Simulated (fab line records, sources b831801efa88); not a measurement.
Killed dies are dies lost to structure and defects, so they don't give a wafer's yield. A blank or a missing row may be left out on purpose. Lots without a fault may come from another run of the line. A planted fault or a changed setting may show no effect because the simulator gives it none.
Which tool did it? | flow gf180mcu | 9 lots, 27 wafers sampled, at 2 steps of a route of 602

WHAT THE GAUGES READ, wafer by wafer
GF_LVPWELL_TW_MEAS_11.
lot  | measured    | on            | LVPWELL_TW
L259 | day 3 21:07 | film_metro-04 | 552 554 555
L260 | day 4 00:40 | film_metro-02 | 554 553 549
L261 | day 4 11:40 | film_metro-02 | 560 558 554
L262 | day 4 21:25 | film_metro-02 | 556 556 556
L263 | day 5 03:19 | film_metro-01 | 560 561 562
L264 | day 5 11:50 | film_metro-01 | 1043 1041 1045
L266 | day 5 16:14 | film_metro-04 | 1032 1037 1034
L265 | day 5 16:34 | film_metro-01 | 1044 1045 1048
L267 | day 5 22:22 | film_metro-02 | 1047 1040 1046

WHICH TOOL RAN EACH LOT (tool, then ch and the chambers of the sampled wafers, then the start)
lot  | GF_LVPWELL_IMPLANT_08
L259 | implanter-03 ch 0, day 3 20:43
L260 | implanter-03 ch 0, day 4 00:16
L261 | implanter-04 ch 0, day 4 11:17
L262 | implanter-03 ch 0, day 4 21:02
L263 | implanter-03 ch 0, day 5 02:55
L264 | implanter-03 ch 0, day 5 11:26
L266 | implanter-04 ch 0, day 5 15:52
L265 | implanter-03 ch 0, day 5 16:10
L267 | implanter-03 ch 0, day 5 21:58
- GF_LVPWELL_IMPLANT_08

THE ANSWER, worked out from the rows above alone
Rule: what is usual is taken from the lots themselves. Put in order of their means at a reading, lots are off if they are a third of the lots or fewer, leave a main group of 4 or more, and stand apart from it by a gap of 3 or more times the standard deviation of the main group's means; of several such gaps the widest counts. A main group whose means are all the same, to the digits that the tables above print for the reading, isn't used. A lot without any number at a reading at which 4 lots or more have one is off too. The other lots that the step has rows for count as sound.
No lot is off at any reading shown: from this, nothing can be told.

WHAT THE SIMULATOR HAD PUT IN
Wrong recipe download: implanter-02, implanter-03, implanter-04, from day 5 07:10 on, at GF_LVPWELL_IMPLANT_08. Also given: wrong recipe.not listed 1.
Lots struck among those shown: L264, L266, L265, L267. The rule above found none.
